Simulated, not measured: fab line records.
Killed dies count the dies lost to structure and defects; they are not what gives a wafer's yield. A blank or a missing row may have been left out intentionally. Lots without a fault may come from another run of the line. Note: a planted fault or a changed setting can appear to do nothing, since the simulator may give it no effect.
One fault through the eyes of 2 desks -- flow gf180mcu -- what lay behind the numbers comes last; until then each desk has only its own

== AT THE TOOL OWNER'S DESK: pvd sputter-04 ==
The tool's own readings at GF_M2_SPUTTER_01 (material TiN, target thk 30 nm, time 25 s): means of the sampled wafers that have a number, for each lot that ran on this tool. If a lot's mean is further than 4 standard deviations from the usual mean, the lot is out of limits and carries the mark OUT (the distance appears in the brackets).
Columns: A = chamber pressure pa at GF_M2_SPUTTER_01, usual 0.4001 Pa; B = throttle valve pct at GF_M2_SPUTTER_01, usual 29.7 %
lot,first seen here,A,B
L566,day 18 08:37,0.3996,28.7
L567,day 18 20:26,0.3994,29.4
L568,day 19 04:47,0.3998,28.6
L572,day 20 22:26,0.4003,29.8
L583,day 24 23:58,0.3995,29.3
L586,day 25 17:38,0.4000,29.3
L587,day 26 02:25,0.4001,29.4
This desk found nothing out of limits on any of the 7 lots.

== METROLOGY DESK ==
What the gauges read for every lot (on any tool): the sampled wafers with a number, averaged. If a lot's mean is further than 4 standard deviations from the usual mean, the lot is out of limits and carries the mark OUT (the distance appears in the brackets).
Columns: A = TOP_METAL_ALCU_RS at GF_TOP_METAL_RS_MEAS_05, usual 0.0328 ohm/sq; B = PASSIVATION_BOW at GF_PASSIVATION_BOW_MEAS_14, usual 134 um
lot,first seen here,A,B
L566,day 27 10:32,0.0329,147
L567,day 27 20:59,0.0326,130
L568,day 28 02:27,0.0323,142
L572,day 29 11:52,0.0329,134
L578,day 31 03:40,0.0333,140
L580,day 31 20:58,0.0326,136
L582,day 32 11:47,0.0333,149
L583,day 32 16:16,0.0329,129
L585,day 32 23:25,0.0328,142
L586,day 33 06:22,0.0325,140
L587,day 33 13:17,0.0332,129
L588,day 33 18:51,0.0327,126
This desk found nothing out of limits on any of the 12 lots.

== TAKEN TOGETHER ==
The tool owner's desk saw nothing out of limits.
Nothing out of limits was seen by the metrology desk.

== WHAT WAS PUT IN BY THE SIMULATOR ==
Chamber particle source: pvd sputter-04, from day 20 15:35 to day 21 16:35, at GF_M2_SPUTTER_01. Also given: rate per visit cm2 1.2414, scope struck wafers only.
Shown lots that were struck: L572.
